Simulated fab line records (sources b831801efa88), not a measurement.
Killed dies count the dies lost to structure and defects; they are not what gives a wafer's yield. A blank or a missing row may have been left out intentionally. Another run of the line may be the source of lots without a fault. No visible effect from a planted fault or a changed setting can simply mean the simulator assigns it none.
fab line records / flow sky130 / part 2 of 2: steps 34 to 44 of 44
record lots=5 wafers=15 last_day=50
route steps=708 shown POLY_CUT@313 SD_P@320 RES_XHIGH@332 SD_N@342
lots that met no fault: from a run of the same line without faults
start_h: the number of hours between the record's first day and the start of the first shown wafer of the lot / wait_h: how many hours have passed since the lot's step before this one / " as in the row above / L1.1+2: several wafers, shown together as one row / - either no value or no given start / * or withheld: withheld / < > ~ a bound
route shown NAME@n: names a module that has steps shown in the file, with the first one's number in the route / usual: mean and standard deviation over wafers with no fault / same: alike in all rows / chamber/n: place in a boat / sites: readings site by site / _std_site: how widely they spread, as a standard deviation / _edge_site: mean of outer sites minus mean of inner sites / radius_mm: how far each site lies from the wafer's centre / mask NAME#n: copy n / behind: tool/chamber where the wafer was last shaped / hold: why the lot was held/for how many hours/how that ended / device: names the non-switching transistor (n, p or np) / end of line: tests of these same wafers at the route's end / a step with no rows: only its recipe / killed: dies that structure and defects cost at the first sort, which is not the same as the wafer's yield / map: the dies of a wafer, with x for killed, . for not killed, _ for no die there
set.NAME: the run value of the setting; set.NAME@STEP: its run value at that earlier step / model.NAME: the simulator's own value behind a step, which no gauge read
lots at selected steps of the route; one table per step, one row per wafer
services: a tool's chamber out of use, with start hour (start_h, from the record's first day; less than 0 if before it), hours out, and reason
## steps
# step SKY_SD_N_EXPOSE_04
# recipe mask_id=NSDM na=0.6 source_shape=conventional sigma_outer=0.6 polarization=unpolarized target_cd_nm=380 dose_mj=141
# usual focus_offset_nm=-0.1/0.48
lot.wafer=L080.3 tool=iline_stepper-01 chamber=0 start_h=- wait_h=- mask=NSDM#0 focus_offset_nm=0.8
lot.wafer=L080.4 tool=iline_stepper-01 chamber=0 start_h=- wait_h=- mask=NSDM#0 focus_offset_nm=-0.1
lot.wafer=L080.5 tool=iline_stepper-01 chamber=0 start_h=- wait_h=- mask=NSDM#0 focus_offset_nm=-0.2
lot.wafer=L082.1 tool=iline_stepper-01 chamber=0 start_h=- wait_h=- mask=NSDM#0 focus_offset_nm=0.9
lot.wafer=L082.3 tool=iline_stepper-01 chamber=0 start_h=- wait_h=- mask=NSDM#0 focus_offset_nm=0.3
lot.wafer=L082.4 tool=iline_stepper-01 chamber=0 start_h=- wait_h=- mask=NSDM#0 focus_offset_nm=-0.5
lot.wafer=L088.1 tool=iline_stepper-02 chamber=0 start_h=- wait_h=- mask=NSDM#0 focus_offset_nm=-0.7
lot.wafer=L088.3 tool=iline_stepper-02 chamber=0 start_h=- wait_h=- mask=NSDM#0 focus_offset_nm=0.1
lot.wafer=L088.6 tool=iline_stepper-02 chamber=0 start_h=- wait_h=- mask=NSDM#0 focus_offset_nm=0.1
lot.wafer=L094.3 tool=iline_stepper-01 chamber=0 start_h=- wait_h=- mask=NSDM#0 focus_offset_nm=0.0
lot.wafer=L094.5 tool=iline_stepper-01 chamber=0 start_h=- wait_h=- mask=NSDM#0 focus_offset_nm=0.4
lot.wafer=L094.6 tool=iline_stepper-01 chamber=0 start_h=- wait_h=- mask=NSDM#0 focus_offset_nm=0.7
lot.wafer=L096.2 tool=iline_stepper-02 chamber=0 start_h=- wait_h=- mask=NSDM#0 focus_offset_nm=0.4
lot.wafer=L096.4 tool=iline_stepper-02 chamber=0 start_h=- wait_h=- mask=NSDM#0 focus_offset_nm=0.5
lot.wafer=L096.6 tool=iline_stepper-02 chamber=0 start_h=- wait_h=- mask=NSDM#0 focus_offset_nm=0.1
# step SKY_SD_N_PEB_05
# recipe temp_c=withheld time_s=* resist=NOVOLAK
lot.wafer=L080.3+4+5 tool=litho_track-04 chamber=0 start_h=- wait_h=-
lot.wafer=L082.1+3+4 tool=litho_track-01 chamber=0 start_h=- wait_h=-
lot.wafer=L088.1+3+6 tool=litho_track-01 chamber=0 start_h=- wait_h=-
lot.wafer=L094.3+5+6 tool=litho_track-04 chamber=0 start_h=- wait_h=-
lot.wafer=L096.2+4+6 tool=litho_track-01 chamber=0 start_h=- wait_h=-
# step SKY_SD_N_DEVELOP_06
# recipe resist=NOVOLAK developer=TMAH develop_time_s=60 dev_temp_c=23
lot.wafer=L080.3+4+5 tool=litho_track-04 chamber=0 start_h=687.30 wait_h=0.1
lot.wafer=L082.1+3+4 tool=litho_track-01 chamber=0 start_h=701.52 wait_h=0.1
lot.wafer=L088.1+3+6 tool=litho_track-01 chamber=0 start_h=752.32 wait_h=0.1
lot.wafer=L094.3+5+6 tool=litho_track-04 chamber=0 start_h=821.65 wait_h=0.1
lot.wafer=L096.2+4+6 tool=litho_track-01 chamber=0 start_h=822.39 wait_h=0.1
# step SKY_SD_N_CD_MEAS_07
# recipe target_cd_nm=380
# usual cd_nm=380.0/2.6
lot.wafer=L080.3 tool=cd_sem-02 chamber=- start_h=687.44 wait_h=0.1 cd_nm=378.1
lot.wafer=L080.4 tool=cd_sem-02 chamber=- start_h=687.44 wait_h=0.1 cd_nm=380.4
lot.wafer=L080.5 tool=cd_sem-02 chamber=- start_h=687.44 wait_h=0.1 cd_nm=376.7
lot.wafer=L082.1 tool=cd_sem-01 chamber=- start_h=701.67 wait_h=0.1 cd_nm=380.5
lot.wafer=L082.3 tool=cd_sem-01 chamber=- start_h=701.67 wait_h=0.1 cd_nm=380.3
lot.wafer=L082.4 tool=cd_sem-01 chamber=- start_h=701.67 wait_h=0.1 cd_nm=379.7
lot.wafer=L088.1 tool=cd_sem-01 chamber=- start_h=752.47 wait_h=0.1 cd_nm=382.1
lot.wafer=L088.3 tool=cd_sem-01 chamber=- start_h=752.47 wait_h=0.1 cd_nm=380.7
lot.wafer=L088.6 tool=cd_sem-01 chamber=- start_h=752.47 wait_h=0.1 cd_nm=382.3
lot.wafer=L094.3 tool=cd_sem-01 chamber=- start_h=821.96 wait_h=0.3 cd_nm=375.3
lot.wafer=L094.5 tool=cd_sem-01 chamber=- start_h=821.96 wait_h=0.3 cd_nm=377.3
lot.wafer=L094.6 tool=cd_sem-01 chamber=- start_h=821.96 wait_h=0.3 cd_nm=377.8
lot.wafer=L096.2 tool=cd_sem-01 chamber=- start_h=822.54 wait_h=0.1 cd_nm=381.0
lot.wafer=L096.4 tool=cd_sem-01 chamber=- start_h=822.54 wait_h=0.1 cd_nm=381.7
lot.wafer=L096.6 tool=cd_sem-01 chamber=- start_h=822.54 wait_h=0.1 cd_nm=380.8
# step SKY_SD_N_OVL_MEAS_08
# usual SD_N_OVL=0.2/1.6
lot.wafer=L080.3 tool=overlay-02 chamber=- start_h=687.53 wait_h=0.1 SD_N_OVL[nm]=0.7
lot.wafer=L080.4 tool=overlay-02 chamber=- start_h=687.53 wait_h=0.1 SD_N_OVL[nm]=1.1
lot.wafer=L080.5 tool=overlay-02 chamber=- start_h=687.53 wait_h=0.1 SD_N_OVL[nm]=0.6
lot.wafer=L082.1 tool=overlay-01 chamber=- start_h=701.79 wait_h=0.1 SD_N_OVL[nm]=2.2
lot.wafer=L082.3 tool=overlay-01 chamber=- start_h=701.79 wait_h=0.1 SD_N_OVL[nm]=1.9
lot.wafer=L082.4 tool=overlay-01 chamber=- start_h=701.79 wait_h=0.1 SD_N_OVL[nm]=1.2
lot.wafer=L088.1 tool=overlay-01 chamber=- start_h=752.59 wait_h=0.1 SD_N_OVL[nm]=0.9
lot.wafer=L088.3 tool=overlay-01 chamber=- start_h=752.59 wait_h=0.1 SD_N_OVL[nm]=1.4
lot.wafer=L088.6 tool=overlay-01 chamber=- start_h=752.59 wait_h=0.1 SD_N_OVL[nm]=0.1
lot.wafer=L094.3 tool=overlay-02 chamber=- start_h=822.05 wait_h=0.1 SD_N_OVL[nm]=-1.9
lot.wafer=L094.5 tool=overlay-02 chamber=- start_h=822.05 wait_h=0.1 SD_N_OVL[nm]=-3.3
lot.wafer=L094.6 tool=overlay-02 chamber=- start_h=822.05 wait_h=0.1 SD_N_OVL[nm]=-1.8
lot.wafer=L096.2 tool=overlay-02 chamber=- start_h=822.64 wait_h=0.1 SD_N_OVL[nm]=0.7
lot.wafer=L096.4 tool=overlay-02 chamber=- start_h=822.64 wait_h=0.1 SD_N_OVL[nm]=0.7
lot.wafer=L096.6 tool=overlay-02 chamber=- start_h=822.64 wait_h=0.1 SD_N_OVL[nm]=0.2
# step SKY_SD_N_IMPLANT_09
# recipe species=As energy_kev=50 dose_cm2=4e+15 tilt_deg=0
lot.wafer=L080.3+4+5 tool=implanter-03 chamber=0 start_h=687.60 wait_h=0.1
lot.wafer=L082.1+3+4 tool=implanter-03 chamber=0 start_h=701.82 wait_h=0.0
lot.wafer=L088.1+3+6 tool=implanter-03 chamber=0 start_h=752.62 wait_h=0.0
lot.wafer=L094.3+5+6 tool=implanter-02 chamber=0 start_h=822.13 wait_h=0.1
lot.wafer=L096.2+4+6 tool=implanter-01 chamber=0 start_h=822.70 wait_h=0.0
# step SKY_SD_N_IMPLANT_10
# recipe species=P energy_kev=20 dose_cm2=1e+14 tilt_deg=0
lot.wafer=L080.3+4+5 tool=implanter-03 chamber=0 start_h=687.75 wait_h=0.1
lot.wafer=L082.1+3+4 tool=implanter-03 chamber=0 start_h=701.97 wait_h=0.1
lot.wafer=L088.1+3+6 tool=implanter-03 chamber=0 start_h=752.77 wait_h=0.1
lot.wafer=L094.3+5+6 tool=implanter-02 chamber=0 start_h=822.28 wait_h=0.1
lot.wafer=L096.2+4+6 tool=implanter-01 chamber=0 start_h=822.85 wait_h=0.1
# step SKY_SD_N_STRIP_11
# recipe chemistry=O2/N2 power_w=1400 pressure_mtorr=1500 platen_temp_c=withheld o2_flow_sccm=3000 n2_flow_sccm=300 overash_fraction=0.5
# usual drypump_motor_current_A=5.6/0.32 oes_product_au=0.527/0.0043 strip_time_to_endpoint_s=22.57/0.035
lot.wafer=L080.3 tool=plasma_asher-04 chamber=1 start_h=687.89 wait_h=0.1 drypump_motor_current_A=5.3 oes_product_au=0.526 rf_hours_counter_h=- strip_time_to_endpoint_s=22.59
lot.wafer=L080.4 tool=plasma_asher-04 chamber=0 start_h=687.89 wait_h=0.1 drypump_motor_current_A=5.3 oes_product_au=0.536 rf_hours_counter_h=- strip_time_to_endpoint_s=22.54
lot.wafer=L080.5 tool=plasma_asher-04 chamber=0 start_h=687.89 wait_h=0.1 drypump_motor_current_A=5.4 oes_product_au=0.523 rf_hours_counter_h=- strip_time_to_endpoint_s=22.56
lot.wafer=L082.1 tool=plasma_asher-03 chamber=0 start_h=702.12 wait_h=0.1 drypump_motor_current_A=6.1 oes_product_au=0.521 rf_hours_counter_h=26 strip_time_to_endpoint_s=22.52
lot.wafer=L082.3 tool=plasma_asher-03 chamber=1 start_h=702.12 wait_h=0.1 drypump_motor_current_A=5.3 oes_product_au=0.529 rf_hours_counter_h=- strip_time_to_endpoint_s=22.59
lot.wafer=L082.4 tool=plasma_asher-03 chamber=0 start_h=702.12 wait_h=0.1 drypump_motor_current_A=6.0 oes_product_au=0.526 rf_hours_counter_h=- strip_time_to_endpoint_s=22.53
lot.wafer=L088.1 tool=plasma_asher-02 chamber=0 start_h=752.92 wait_h=0.1 drypump_motor_current_A=5.7 oes_product_au=0.528 rf_hours_counter_h=62 strip_time_to_endpoint_s=22.59
lot.wafer=L088.3 tool=plasma_asher-02 chamber=1 start_h=752.92 wait_h=0.1 drypump_motor_current_A=6.0 oes_product_au=0.532 rf_hours_counter_h=- strip_time_to_endpoint_s=22.62
lot.wafer=L088.6 tool=plasma_asher-02 chamber=0 start_h=752.92 wait_h=0.1 drypump_motor_current_A=5.8 oes_product_au=0.522 rf_hours_counter_h=- strip_time_to_endpoint_s=22.63
lot.wafer=L094.3 tool=plasma_asher-04 chamber=1 start_h=822.41 wait_h=0.1 drypump_motor_current_A=5.3 oes_product_au=0.531 rf_hours_counter_h=- strip_time_to_endpoint_s=22.52
lot.wafer=L094.5 tool=plasma_asher-04 chamber=1 start_h=822.41 wait_h=0.1 drypump_motor_current_A=5.3 oes_product_au=0.527 rf_hours_counter_h=- strip_time_to_endpoint_s=22.48
lot.wafer=L094.6 tool=plasma_asher-04 chamber=0 start_h=822.41 wait_h=0.1 drypump_motor_current_A=5.3 oes_product_au=0.529 rf_hours_counter_h=- strip_time_to_endpoint_s=22.56
lot.wafer=L096.2 tool=plasma_asher-03 chamber=1 start_h=822.97 wait_h=0.1 drypump_motor_current_A=5.3 oes_product_au=0.529 rf_hours_counter_h=39 strip_time_to_endpoint_s=22.59
lot.wafer=L096.4 tool=plasma_asher-03 chamber=0 start_h=822.97 wait_h=0.1 drypump_motor_current_A=6.1 oes_product_au=0.530 rf_hours_counter_h=- strip_time_to_endpoint_s=22.57
lot.wafer=L096.6 tool=plasma_asher-03 chamber=1 start_h=822.97 wait_h=0.1 drypump_motor_current_A=5.3 oes_product_au=0.524 rf_hours_counter_h=- strip_time_to_endpoint_s=22.53
# step SKY_SD_N_TW_MEAS_12
# usual SD_N_TW=3947/39
lot.wafer=L080.3 tool=film_metro-01 chamber=- start_h=687.97 wait_h=0.1 SD_N_TW=3974
lot.wafer=L080.4 tool=film_metro-01 chamber=- start_h=687.97 wait_h=0.1 SD_N_TW=3994
lot.wafer=L080.5 tool=film_metro-01 chamber=- start_h=687.97 wait_h=0.1 SD_N_TW=3983
lot.wafer=L082.1 tool=film_metro-04 chamber=- start_h=702.22 wait_h=0.1 SD_N_TW=3961
lot.wafer=L082.3 tool=film_metro-04 chamber=- start_h=702.22 wait_h=0.1 SD_N_TW=3947
lot.wafer=L082.4 tool=film_metro-04 chamber=- start_h=702.22 wait_h=0.1 SD_N_TW=3962
lot.wafer=L088.1 tool=film_metro-03 chamber=- start_h=753.02 wait_h=0.1 SD_N_TW=3900
lot.wafer=L088.3 tool=film_metro-03 chamber=- start_h=753.02 wait_h=0.1 SD_N_TW=3885
lot.wafer=L088.6 tool=film_metro-03 chamber=- start_h=753.02 wait_h=0.1 SD_N_TW=3877
lot.wafer=L094.3 tool=film_metro-03 chamber=- start_h=822.50 wait_h=0.1 SD_N_TW=3904
lot.wafer=L094.5 tool=film_metro-03 chamber=- start_h=822.50 wait_h=0.1 SD_N_TW=3922
lot.wafer=L094.6 tool=film_metro-03 chamber=- start_h=822.50 wait_h=0.1 SD_N_TW=3897
lot.wafer=L096.2 tool=film_metro-03 chamber=- start_h=823.08 wait_h=0.1 SD_N_TW=3924
lot.wafer=L096.4 tool=film_metro-03 chamber=- start_h=823.08 wait_h=0.1 SD_N_TW=3890
lot.wafer=L096.6 tool=film_metro-03 chamber=- start_h=823.08 wait_h=0.1 SD_N_TW=3913
# step SKY_SD_N_CLEAN_13
# recipe chemistry=SC1/SC2 mix=1:4:20 temp_c=70 time_s=150 dry=n2_spin
# usual temp_c=70.00/0.12
lot.wafer=L080.3 tool=wet_bench-02 chamber=0 start_h=688.01 wait_h=0.0 temp_c=70.02
lot.wafer=L080.4 tool=wet_bench-02 chamber=0 start_h=688.01 wait_h=0.0 temp_c=69.96
lot.wafer=L080.5 tool=wet_bench-02 chamber=0 start_h=688.01 wait_h=0.0 temp_c=69.90
lot.wafer=L082.1 tool=wet_bench-02 chamber=1 start_h=702.28 wait_h=0.1 temp_c=70.08
lot.wafer=L082.3 tool=wet_bench-02 chamber=1 start_h=702.28 wait_h=0.1 temp_c=70.07
lot.wafer=L082.4 tool=wet_bench-02 chamber=1 start_h=702.28 wait_h=0.1 temp_c=69.90
lot.wafer=L088.1 tool=wet_bench-04 chamber=3 start_h=753.08 wait_h=0.1 temp_c=69.87
lot.wafer=L088.3 tool=wet_bench-04 chamber=3 start_h=753.08 wait_h=0.1 temp_c=69.84
lot.wafer=L088.6 tool=wet_bench-04 chamber=3 start_h=753.08 wait_h=0.1 temp_c=69.76
lot.wafer=L094.3 tool=wet_bench-04 chamber=1 start_h=822.54 wait_h=0.0 temp_c=69.72
lot.wafer=L094.5 tool=wet_bench-04 chamber=1 start_h=822.54 wait_h=0.0 temp_c=69.89
lot.wafer=L094.6 tool=wet_bench-04 chamber=1 start_h=822.54 wait_h=0.0 temp_c=69.79
lot.wafer=L096.2 tool=wet_bench-04 chamber=1 start_h=823.13 wait_h=0.0 temp_c=69.89
lot.wafer=L096.4 tool=wet_bench-04 chamber=1 start_h=823.13 wait_h=0.0 temp_c=69.96
lot.wafer=L096.6 tool=wet_bench-04 chamber=1 start_h=823.13 wait_h=0.0 temp_c=70.00
# step SKY_SD_N_RTA_14
# recipe temp_c=1075 time_s=2 idle_temp_c=650 ramp_up_c_per_s=150 ramp_down_c_per_s=90 ambient=N2
# usual lamp_power_pct=15.73/0.054 wafer_temp_C_max=1078.0/1.2
lot.wafer=L080.3 tool=rtp_anneal-01 chamber=0 start_h=688.09 wait_h=0.0 lamp_power_pct=15.70 wafer_temp_C_max=1079.3
lot.wafer=L080.4 tool=rtp_anneal-01 chamber=0 start_h=688.09 wait_h=0.0 lamp_power_pct=15.66 wafer_temp_C_max=1078.7
lot.wafer=L080.5 tool=rtp_anneal-01 chamber=0 start_h=688.09 wait_h=0.0 lamp_power_pct=15.84 wafer_temp_C_max=1076.8
lot.wafer=L082.1 tool=rtp_anneal-01 chamber=0 start_h=702.33 wait_h=0.0 lamp_power_pct=15.74 wafer_temp_C_max=1077.4
lot.wafer=L082.3 tool=rtp_anneal-01 chamber=0 start_h=702.33 wait_h=0.0 lamp_power_pct=15.77 wafer_temp_C_max=1076.5
lot.wafer=L082.4 tool=rtp_anneal-01 chamber=0 start_h=702.33 wait_h=0.0 lamp_power_pct=15.68 wafer_temp_C_max=1077.5
lot.wafer=L088.1 tool=rtp_anneal-01 chamber=0 start_h=753.13 wait_h=0.0 lamp_power_pct=15.83 wafer_temp_C_max=1076.2
lot.wafer=L088.3 tool=rtp_anneal-01 chamber=0 start_h=753.13 wait_h=0.0 lamp_power_pct=15.75 wafer_temp_C_max=1075.7
lot.wafer=L088.6 tool=rtp_anneal-01 chamber=0 start_h=753.13 wait_h=0.0 lamp_power_pct=15.82 wafer_temp_C_max=1076.7
lot.wafer=L094.3 tool=rtp_anneal-02 chamber=0 start_h=822.61 wait_h=0.0 lamp_power_pct=15.67 wafer_temp_C_max=1079.2
lot.wafer=L094.5 tool=rtp_anneal-02 chamber=0 start_h=822.61 wait_h=0.0 lamp_power_pct=15.80 wafer_temp_C_max=1078.4
lot.wafer=L094.6 tool=rtp_anneal-02 chamber=0 start_h=822.61 wait_h=0.0 lamp_power_pct=15.63 wafer_temp_C_max=1077.2
lot.wafer=L096.2 tool=rtp_anneal-01 chamber=0 start_h=823.19 wait_h=0.0 lamp_power_pct=15.68 wafer_temp_C_max=1077.5
lot.wafer=L096.4 tool=rtp_anneal-01 chamber=0 start_h=823.19 wait_h=0.0 lamp_power_pct=15.72 wafer_temp_C_max=1077.3
lot.wafer=L096.6 tool=rtp_anneal-01 chamber=0 start_h=823.19 wait_h=0.0 lamp_power_pct=15.65 wafer_temp_C_max=1076.5
## services
tool=implanter-04 chamber=- start_h=592.62 hours=0.7 kind=repair
tool=implanter-03 chamber=- start_h=607.67 hours=5.4 kind=repair
tool=iline_stepper-02 chamber=- start_h=609.21 hours=4.6 kind=repair
tool=implanter-04 chamber=- start_h=618.78 hours=4.9 kind=pm
tool=iline_stepper-01 chamber=- start_h=620.91 hours=8.9 kind=pm
tool=iline_stepper-02 chamber=- start_h=635.95 hours=4.4 kind=repair
tool=iline_stepper-02 chamber=- start_h=640.91 hours=6.1 kind=repair
tool=implanter-04 chamber=- start_h=641.25 hours=2.0 kind=repair
tool=implanter-02 chamber=- start_h=651.29 hours=94.5 kind=pm
tool=plasma_asher-03 chamber=- start_h=663.50 hours=14.6 kind=pm
tool=iline_stepper-02 chamber=- start_h=678.99 hours=4.4 kind=pm
tool=rie_diel-01 chamber=1 start_h=683.75 hours=8.1 kind=repair
tool=implanter-04 chamber=- start_h=719.09 hours=3.9 kind=pm
tool=iline_stepper-01 chamber=- start_h=720.76 hours=2.1 kind=pm
tool=plasma_asher-04 chamber=- start_h=731.44 hours=1.1 kind=repair
tool=iline_stepper-01 chamber=- start_h=737.85 hours=7.1 kind=repair
tool=implanter-03 chamber=- start_h=744.07 hours=3.5 kind=repair
tool=iline_stepper-01 chamber=- start_h=745.00 hours=1.7 kind=pm
tool=iline_stepper-01 chamber=- start_h=755.71 hours=3.9 kind=repair
tool=implanter-04 chamber=- start_h=756.53 hours=26.1 kind=pm
tool=rie_diel-01 chamber=2 start_h=757.74 hours=1.7 kind=repair
tool=plasma_asher-04 chamber=- start_h=779.03 hours=14.6 kind=pm
tool=implanter-03 chamber=- start_h=795.28 hours=1.7 kind=repair
tool=rie_diel-01 chamber=1 start_h=800.78 hours=4.7 kind=repair
